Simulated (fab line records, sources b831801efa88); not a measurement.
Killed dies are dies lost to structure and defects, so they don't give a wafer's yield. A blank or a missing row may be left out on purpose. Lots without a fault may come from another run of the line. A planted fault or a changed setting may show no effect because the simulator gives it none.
fab line records | flow sfq_line
record lots=7 wafers=18 last_day=92
route steps=325 shown M2@96 I2@103
lots that met no fault: from a run of the same line without faults
start_h: hours from the record's first day to the start of the lot's first wafer shown | wait_h: hours since the lot's step before | " the same as in the row above | L1.1+2: a row that stands for several wafers | - no value, or no start given | * or withheld: withheld | < > ~ a bound
route shown NAME@n: a module of which the file shows steps, and the number in the route of the first | usual: mean/standard deviation of fault-free wafers | same: alike in all rows | chamber/n: place in a boat | sites: the reading at each site | _std_site: their standard deviation | _edge_site: outer sites' mean less inner sites' | radius_mm: how far each site lies from the wafer's centre | mask NAME#n: copy n | behind: the tool/chamber that last shaped the wafer | hold: why the lot was held/for how many hours/how that ended | device: the transistor (n, p or np) that didn't switch | end of line: the same wafers' tests at the end of the route | a step without rows: its recipe alone | killed: dies lost to structure and defects at the first sort, not the wafer's yield | map: a wafer's dies, x killed, . not, _ none there
set.NAME: the setting as run; set.NAME@STEP: as run at that earlier step | model.NAME: the simulator's own value behind a step, which no gauge read
lots at some steps of the route; a table a step, a row a wafer
services: from which hour (start_h, from the record's first day; less than 0 if before it) a tool's chamber was out of use, for how many hours, and why
## steps
# step SFQ_TRILAYER_M2_LITHO_PEB_060
# recipe peb_temp_c=115 peb_time_s=60 resist=KrF
# step SFQ_TRILAYER_M2_LITHO_DEVELOP_059
# recipe time_s=60 resist=KrF
# step SFQ_M2_OVL_MEAS_916
# usual M2_OVL=-2/5.6
# columns lot.wafer tool chamber start_h wait_h M2_OVL[nm]
L542.2 overlay-01 - 851.02 0.1 1
L542.4 " - " " 5
L542.5 " - " " 5
L543.1 overlay-02 - 854.61 0.1 5
L543.5 " - " " -3
L543.6 " - " " 1
L556.2 overlay-01 - 936.84 0.1 -5
L556.4 " - " " -4
L557.1 overlay-01 - 939.23 0.1 1
L557.2 " - " " -1
L558.1 overlay-02 - 942.83 0.1 -8
L558.2 " - " " -5
L560.2 overlay-02 - 945.24 0.1 3
L560.4 " - " " 5
L560.6 " - " " 5
L563.1 overlay-01 - 951.23 0.1 -13
L563.5 " - " " -5
L563.6 " - " " -13
# step SFQ_TRILAYER_M2_BARC_OPEN_METAL_ETCH_077
# recipe mask_material=PR chemistry=O2 target_depth_nm=125 target=BARC icp_w=600 bias_w=80 pressure_mtorr=10 time_s=41.7
# usual drypump_motor_current_A=6.09/0.3 he_backside_leak_sccm=3.6/0.36 oes_product_au=0.685/0.0049
# columns lot.wafer tool chamber start_h wait_h drypump_motor_current_A he_backside_leak_sccm oes_product_au rf_hours_counter_h
L542.2 rie_metal-02 1 851.05 0.0 5.89 3.4 0.691 102
L542.4 " 0 " " 6.26 3.6 0.686 -
L542.5 " 1 " " 5.91 3.4 0.679 -
L543.1 rie_metal-02 0 854.65 0.0 6.23 3.5 0.687 5
L543.5 " 1 " " 5.92 3.3 0.690 -
L543.6 " 0 " " 6.26 3.6 0.687 -
L556.2 rie_metal-02 0 936.87 0.0 6.25 3.4 0.692 11
L556.4 " 1 " " 5.89 3.3 0.685 -
L557.1 rie_metal-03 0 939.27 0.0 6.62 3.4 0.689 140
L557.2 " 1 " " 5.72 3.5 0.693 127
L558.1 rie_metal-03 1 942.87 0.0 5.71 3.4 0.683 127
L558.2 " 0 " " 6.64 3.5 0.676 141
L560.2 rie_metal-02 1 945.27 0.0 5.91 3.4 0.688 119
L560.4 " 1 " " 5.90 3.5 0.684 -
L560.6 " 1 " " 5.91 3.3 0.693 -
L563.1 rie_metal-03 0 951.27 0.0 6.57 3.4 0.684 142
L563.5 " 0 " " 6.58 3.6 0.680 -
L563.6 " 1 " " 5.73 3.5 0.679 -
# step SFQ_TRILAYER_M2_ETCH_METAL_ETCH_060
# recipe target=Nb stop_on=SiO2 mask_material=PR chemistry=Cl2/Ar target_depth_nm=240 icp_w=600 bias_w=80 pressure_mtorr=10 time_s=120
# step SFQ_TRILAYER_M2_STRIP_STRIP_061
# recipe gas=O2 power_w=200 platen_temp_c=40 overash_fraction=0.65 chemistry=O2 pressure_mtorr=50
# step SFQ_TRILAYER_M2_STRIP_SOLV_CLEAN_062
# recipe chemistry=NMP temp_c=70 time_s=600
# step SFQ_TRILAYER_I2_DEP_PECVD_063
# recipe material=SiO2 temp_c=150 time_s=111.11 pressure_torr=2.4 rf_w=183.3 precursor=SiH4/N2O target_thk_nm=500
# usual heater_power_w=86/18 susceptor_temp_C=149.98/0.15 throttle_valve_pct=24.4/1.5
# columns lot.wafer tool chamber start_h wait_h heater_power_w susceptor_temp_C throttle_valve_pct
L542.2 pecvd-01 0 852.00 0.0 98 149.89 25.4
L542.4 " 1 " " 97 149.93 25.7
L542.5 " 0 " " 100 150.00 25.1
L543.1 pecvd-04 0 855.78 0.0 69 149.99 22.8
L543.5 " 2 " " 76 150.15 22.7
L543.6 " 0 " " 69 150.17 22.5
L556.2 pecvd-03 2 938.00 0.0 83 150.19 27.2
L556.4 " 0 " " 89 149.84 23.3
L557.1 pecvd-04 0 940.23 0.0 72 150.00 23.2
L557.2 " 1 " " 71 150.02 24.3
L558.1 pecvd-04 0 943.83 0.0 73 149.98 22.9
L558.2 " 2 " " 85 149.95 22.6
L560.2 pecvd-04 1 946.40 0.0 60 149.68 24.3
L560.4 " 0 " " 59 150.01 23.3
L560.6 " 1 " " 63 149.79 24.1
L563.1 pecvd-04 2 952.23 0.0 78 149.92 22.8
L563.5 " 2 " " 81 149.79 22.7
L563.6 " 0 " " 66 150.08 23.2
# step SFQ_TRILAYER_I2_CMP_CMP_064
# recipe material=SiO2 down_force_psi=3 platen_rpm=60 pad_velocity_m_s=0.94248
# usual edge_zone_pressure_frac=1.000/0.0045 motor_current_A=10.4/1.3 time_to_endpoint_s=215/6.8
# columns lot.wafer tool chamber start_h wait_h edge_zone_pressure_frac motor_current_A time_to_endpoint_s
L542.4 cmp-02 0 853.88 1.8 1.000 8.6 224
L542.2 " 3 855.38 3.3 0.999 10.0 219
L542.5 " 1 856.38 4.3 0.994 13.8 225
L543.1 cmp-02 1 857.38 1.6 1.008 14.0 210
L543.5 " 0 858.88 3.0 0.997 8.9 209
L543.6 " 1 " " 1.009 13.2 217
L556.4 cmp-01 0 939.42 1.3 1.004 9.9 215
L556.2 " 3 940.92 2.9 0.996 9.5 209
L557.2 cmp-01 1 943.42 3.2 0.996 10.7 210
L557.1 " 2 " " 1.007 10.1 211
L558.2 cmp-01 3 945.42 1.6 0.996 10.0 205
L558.1 " 0 " " 1.003 9.9 213
L560.4 cmp-01 1 948.92 2.4 0.999 11.2 217
L560.2 " 2 " " 0.996 9.6 210
L560.6 " 0 950.42 3.9 1.005 9.9 209
L563.1 cmp-01 2 955.42 3.2 0.992 9.7 208
L563.6 " 0 956.42 4.1 1.005 10.0 213
L563.5 " 1 " " 1.000 11.2 216
# step SFQ_I2_BOW_MEAS_917
# recipe mode=bow
# usual I2_BOW=3/8.4
# columns lot.wafer tool chamber start_h wait_h I2_BOW[um]
L542.2 film_metro-04 - 856.90 1.0 0
L542.4 " - " " -10
L542.5 " - " " 3
L543.1 film_metro-04 - 859.88 2.0 -8
L543.5 " - " " -7
L543.6 " - " " -5
L556.2 film_metro-03 - 942.44 1.0 10
L556.4 " - " " 12
L557.1 film_metro-02 - 945.42 1.0 6
L557.2 " - " " 12
L558.1 film_metro-04 - 948.42 2.0 -6
L558.2 " - " " -6
L560.2 film_metro-03 - 951.44 1.5 24
L560.4 " - " " 26
L560.6 " - " " 20
L563.1 film_metro-04 - 957.42 1.5 -7
L563.5 " - " " 10
L563.6 " - " " 4
# step SFQ_TRILAYER_I2_METRO_MEASURE_065
# usual thk_nm=199.9/1
# columns lot.wafer tool chamber start_h wait_h thk_nm
L542.2 film_metro-04 - 857.20 0.3 199.1
L542.4 " - " " 200.9
L542.5 " - " " 200.7
L543.1 film_metro-04 - 860.00 0.1 201.3
L543.5 " - " " 200.2
L543.6 " - " " 201.0
L556.2 film_metro-03 - 942.74 0.3 197.4
L556.4 " - " " 199.4
L557.1 film_metro-02 - 945.54 0.1 199.7
L557.2 " - " " 200.7
L558.1 film_metro-04 - 948.54 0.1 199.1
L558.2 " - " " 198.0
L560.2 film_metro-03 - 951.74 0.3 200.4
L560.4 " - " " 200.2
L560.6 " - " " 200.3
L563.1 film_metro-04 - 957.54 0.1 201.9
L563.5 " - " " 200.9
L563.6 " - " " 200.8
# step SFQ_TRILAYER_I2_VIA_LITHO_COAT_072
# recipe resist=BARC spin_rpm=3000 resist_thk_nm=62
# step SFQ_TRILAYER_I2_VIA_LITHO_COAT_067
# recipe resist=KrF spin_rpm=3000 resist_thk_nm=650
# columns lot.wafer tool chamber start_h wait_h model.KrF_of_TRILAYER_I2_VIA_LITHO_COAT_067.thk_nm
L542.2 litho_track-03 0 858.55 0.2 648.4
L542.4 " 0 " " 648.8
L542.5 " 0 " " 650.5
L543.1 litho_track-04 0 861.50 0.2 651.6
L543.5 " 0 " " 650.5
L543.6 " 0 " " 650.9
L556.2 litho_track-04 0 944.09 0.2 621.2
L556.4 " 0 " " 650.3
L557.1 litho_track-04 0 947.04 0.2 652.2
L557.2 " 0 " " 624.2
L558.1 litho_track-04 0 950.04 0.2 652.1
L558.2 " 0 " " 622.9
L560.2 litho_track-03 0 953.09 0.2 650.3
L560.4 " 0 " " 647.9
L560.6 " 0 " " 646.2
L563.1 litho_track-01 0 959.04 0.2 649.4
L563.5+6 " 0 " " 651.9
# step SFQ_TRILAYER_I2_VIA_LITHO_SOFTBAKE_071
# recipe temp_c=withheld time_s=withheld resist=KrF
# step SFQ_TRILAYER_I2_VIA_LITHO_EXPOSE_068
# recipe mask_id=I2 na=0.6 source_shape=conventional sigma_outer=0.65 target_cd_nm=500 dose_mj=21.3
# step SFQ_TRILAYER_I2_VIA_LITHO_PEB_070
# recipe peb_temp_c=115 peb_time_s=60 resist=KrF
# step SFQ_TRILAYER_I2_VIA_LITHO_DEVELOP_069
# recipe time_s=60 resist=KrF
# step SFQ_I2_OVL_MEAS_918
# usual I2_OVL=2/5.7
# columns lot.wafer tool chamber start_h wait_h I2_OVL[nm]
L542.2 overlay-02 - 999.19 0.1 -6
L542.4 " - " " -7
L542.5 " - " " -8
L543.1 overlay-01 - 1005.19 0.1 8
L543.5 " - " " 7
L543.6 " - " " 8
L556.2 overlay-02 - 1090.60 0.1 13
L556.4 " - " " 11
L557.1 overlay-02 - 1092.99 0.1 1
L557.2 " - " " 3
L558.1 overlay-01 - 1094.19 0.1 -8
L558.2 " - " " 0
L560.2 overlay-01 - 1101.62 0.1 2
L560.4 " - " " 6
L560.6 " - " " 4
L563.1 overlay-01 - 1106.42 0.1 3
L563.5 " - " " 2
L563.6 " - " " 5
# step SFQ_TRILAYER_I2_VIA_BARC_OPEN_VIA_ETCH_096
# recipe mask_material=PR chemistry=O2 target_depth_nm=125 target=BARC source_w=500 bias_w=80 pressure_mtorr=30 time_s=41.7
# step SFQ_TRILAYER_I2_VIA_ETCH_VIA_ETCH_070
# recipe target=SiO2 stop_on=Nb mask_material=PR taper_deg=20 chemistry=CHF3 target_depth_nm=260 source_w=500 bias_w=80 pressure_mtorr=30 time_s=withheld
# usual drypump_motor_current_A=5.6/0.62 oes_product_au=0.854/0.0048
# columns lot.wafer tool chamber start_h wait_h drypump_motor_current_A oes_product_au model.KrF_of_TRILAYER_I2_VIA_LITHO_COAT_067.thk_nm
L542.2 rie_diel-01 1 999.26 0.0 5.5 0.855 526.5
L542.4 " 0 " " 5.6 0.858 526.3
L542.5 " 2 " " 6.8 0.852 531.6
L543.1 rie_diel-03 0 1005.26 0.0 6.5 0.853 530.5
L543.5 " 3 " " 4.7 0.859 529
L543.6 " 0 " " 6.5 0.850 529.5
L556.2 rie_diel-01 1 1090.67 0.0 5.5 0.853 498.7
L556.4 " 2 " " 6.9 0.849 529.5
L557.1 rie_diel-02 3 1093.07 0.0 5.8 0.856 529.6
L557.2 " 0 " " 5.5 0.855 502.2
L558.1 rie_diel-03 0 1094.27 0.0 6.5 0.850 532.2
L558.2 " 1 " " 5.0 0.850 501.8
L560.2 rie_diel-01 1 1101.69 0.0 5.5 0.855 528.5
L560.4 " 3 " " 5.3 0.853 525.6
L560.6 " 3 " " 5.3 0.847 523.6
L563.1 rie_diel-01 2 1106.49 0.0 6.8 0.857 528.6
L563.5 " 2 " " 6.8 0.864 531.1
L563.6 " 1 " " 5.5 0.856 530.1
# step SFQ_TRILAYER_I2_VIA_STRIP_STRIP_071
# recipe gas=O2 power_w=200 platen_temp_c=40 overash_fraction=0.65 chemistry=O2 pressure_mtorr=50
# usual drypump_motor_current_A=6.0/0.35 he_backside_leak_sccm=3.55/0.29 oes_product_au=1.005/0.012
# columns lot.wafer tool chamber start_h wait_h drypump_motor_current_A he_backside_leak_sccm oes_product_au rf_hours_counter_h
L542.2 rie_metal-01 1 999.38 - 6.1 3.45 0.987 55
L542.4 " 1 " " 6.1 3.38 0.987 -
L542.5 " 0 " " 6.0 3.72 1.007 -
L543.1 rie_metal-02 1 1005.38 - 5.9 3.47 1.007 126
L543.5 " 1 " " 5.9 3.36 1.009 -
L543.6 " 1 " " 5.9 3.27 1.006 -
L556.2 rie_metal-04 0 1090.78 - 6.4 3.36 0.995 17
L556.4 " 0 " " 6.4 3.34 0.989 -
L557.1 rie_metal-02 0 1093.18 - 6.2 3.65 1.013 28
L557.2 " 1 " " 5.9 3.51 1.010 142
L558.1 rie_metal-04 0 1094.38 - 6.4 3.47 0.991 18
L558.2 " 1 " " 5.1 3.61 1.021 13
L560.2 rie_metal-01 1 1101.81 - 6.1 3.57 0.995 69
L560.4 " 0 " " 5.9 3.76 1.011 -
L560.6 " 1 " " 6.1 3.72 0.996 -
L563.1 rie_metal-01 1 1106.61 - 6.1 3.47 0.989 69
L563.5 " 0 " " 6.0 3.57 0.996 -
L563.6 " 1 " " 6.1 3.55 0.988 -
## services
# columns tool chamber start_h hours kind
rie_metal-03 - 849.43 2.8 pm
rie_metal-02 - 856.69 1.8 repair
rie_metal-02 0 857.51 29.8 repair
rie_diel-01 - 870.32 14.6 pm
cmp-02 - 877.30 1.9 repair
pecvd-04 1 878.72 15.4 repair
rie_metal-01 - 879.97 14.6 pm
rie_diel-01 2 888.72 1.5 repair
film_metro-04 - 889.45 1.3 pm
pecvd-04 - 900.28 5.5 pm
rie_metal-02 0 904.56 2.7 repair
rie_metal-03 - 914.82 2.3 repair
cmp-01 - 919.01 4.0 pm
film_metro-04 - 934.14 0.5 pm
rie_diel-01 3 961.02 2.7 repair
rie_metal-02 - 965.48 1.0 repair
film_metro-04 - 989.06 0.9 pm
rie_metal-02 0 999.36 29.3 repair
cmp-01 - 1016.66 2.3 repair
cmp-01 - 1053.41 4.4 repair
rie_metal-01 - 1062.38 2.8 pm
cmp-01 - 1078.10 1.7 repair
rie_diel-01 - 1086.99 0.1 repair
pecvd-04 1 1104.54 12.3 repair
## key
first_sign none at tools or gauges
model_effect step=SFQ_TRILAYER_I2_VIA_LITHO_COAT_067 value=KrF_of_TRILAYER_I2_VIA_LITHO_COAT_067.thk_nm without=652.3 struck=622.8
model_effect step=SFQ_TRILAYER_I2_VIA_ETCH_VIA_ETCH_070 value=KrF_of_TRILAYER_I2_VIA_LITHO_COAT_067.thk_nm without=530.3 struck=500.9
met_at SFQ_TRILAYER_I2_VIA_LITHO_COAT_067
struck_wafers L556.2,L557.2,L558.2
onset_between 861.50 944.09
fault kind=process_parameter_drift tool=litho_track-04 chamber=- onset_h=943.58 steps=SFQ_TRILAYER_I2_VIA_LITHO_COAT_067 channel=resist_thk_nm offset=-29.347 shape=step end_h=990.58 scope=struck_wafers_only acts_in=these_recipes_only stated=650
